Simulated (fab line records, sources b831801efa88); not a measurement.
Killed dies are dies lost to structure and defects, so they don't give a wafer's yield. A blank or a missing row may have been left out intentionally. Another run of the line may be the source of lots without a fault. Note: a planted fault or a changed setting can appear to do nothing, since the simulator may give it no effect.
Which tool is to blame? :: flow sky130 :: 12 lots (36 wafers sampled), 1 step of a 708-step route

== WHAT EACH GAUGE READ, for each wafer ==
The record holds no reading of a measuring or inspecting step that can be judged against a usual standard deviation.

== TOOL THAT RAN EACH LOT (tool first, then ch and the chambers of the sampled wafers, then the start) ==
lot: L262
SKY_SD_N_RTA_14: rtpAnneal-02 ch 0, day 28 02:07

lot: L263
SKY_SD_N_RTA_14: rtpAnneal-01 ch 0, day 28 10:25

lot: L264
SKY_SD_N_RTA_14: rtpAnneal-02 ch 0, day 28 18:45

lot: L273
SKY_SD_N_RTA_14: rtpAnneal-02 ch 0, day 31 12:55

lot: L274
SKY_SD_N_RTA_14: rtpAnneal-02 ch 0, day 31 21:44

lot: L275
SKY_SD_N_RTA_14: rtpAnneal-01 ch 0, day 32 04:10

lot: L277
SKY_SD_N_RTA_14: rtpAnneal-01 ch 0, day 33 00:27

lot: L279
SKY_SD_N_RTA_14: rtpAnneal-01 ch 0, day 33 11:51

lot: L281
SKY_SD_N_RTA_14: rtpAnneal-01 ch 0, day 34 02:50

lot: L283
SKY_SD_N_RTA_14: rtpAnneal-01 ch 0, day 34 17:16

lot: L284
SKY_SD_N_RTA_14: rtpAnneal-02 ch 0, day 35 09:52

lot: L285
SKY_SD_N_RTA_14: rtpAnneal-01 ch 0, day 35 13:58
- SKY_SD_N_RTA_14: time 2 s.

== WHAT THE TOOLS THEMSELVES READ (means of the sampled wafers that have a number; where no wafer has one, the mark that the record gives instead) ==
SKY_SD_N_RTA_14. Usual: lampPowerPct 15.74 %, standard deviation 0.051; rampDownCPerS 90.002, standard deviation 0.016; wafer_temp_C_max 1077.9, standard deviation 1.1.
lot: L262
tool: rtpAnneal-02
lampPowerPct (%): 15.72
rampDownCPerS: 90.003
wafer_temp_C_max: 1078.3
flag: 

lot: L263
tool: rtpAnneal-01
lampPowerPct (%): 15.73
rampDownCPerS: 89.995
wafer_temp_C_max: 1077.4
flag: 

lot: L264
tool: rtpAnneal-02
lampPowerPct (%): 15.74
rampDownCPerS: 90.008
wafer_temp_C_max: 1077.4
flag: 

lot: L273
tool: rtpAnneal-02
lampPowerPct (%): 15.74
rampDownCPerS: 36.010
wafer_temp_C_max: 1077.3
flag: OFF

lot: L274
tool: rtpAnneal-02
lampPowerPct (%): 15.75
rampDownCPerS: 36.017
wafer_temp_C_max: 1078.1
flag: OFF

lot: L275
tool: rtpAnneal-01
lampPowerPct (%): 15.73
rampDownCPerS: 90.014
wafer_temp_C_max: 1076.9
flag: 

lot: L277
tool: rtpAnneal-01
lampPowerPct (%): 15.72
rampDownCPerS: 89.997
wafer_temp_C_max: 1078.0
flag: 

lot: L279
tool: rtpAnneal-01
lampPowerPct (%): 15.77
rampDownCPerS: 90.007
wafer_temp_C_max: 1077.7
flag: 

lot: L281
tool: rtpAnneal-01
lampPowerPct (%): 15.73
rampDownCPerS: 90.009
wafer_temp_C_max: 1078.3
flag: 

lot: L283
tool: rtpAnneal-01
lampPowerPct (%): 15.74
rampDownCPerS: 90.009
wafer_temp_C_max: 1077.5
flag: 

lot: L284
tool: rtpAnneal-02
lampPowerPct (%): 15.72
rampDownCPerS: 89.999
wafer_temp_C_max: 1078.5
flag: 

lot: L285
tool: rtpAnneal-01
lampPowerPct (%): 15.69
rampDownCPerS: 90.000
wafer_temp_C_max: 1077.4
flag: 

== THE ANSWER, worked out from the rows above alone ==
Rule: take the mean of a lot's wafers that have a number; if it is more than 3 standard deviations from the usual mean, the lot is off. A lot without any number at a reading at which 4 lots or more have one is off too. The other lots that the step has rows for count as sound. Order of review: gauges by route order, followed by the tools' own readings, for which a lot's mean as printed above is used. At the first step where some lot is off, the reading lying furthest off is the one used; lots without a number count as furthest.
Off, at SKY_SD_N_RTA_14 on rampDownCPerS: L273, L274.
If a tool, at that step or one of the process steps before it, ran each lot that is off and ran no sound lot following the first of them, it fits. Of those tried, none fits.

== WHAT THE SIMULATOR PUT IN ==
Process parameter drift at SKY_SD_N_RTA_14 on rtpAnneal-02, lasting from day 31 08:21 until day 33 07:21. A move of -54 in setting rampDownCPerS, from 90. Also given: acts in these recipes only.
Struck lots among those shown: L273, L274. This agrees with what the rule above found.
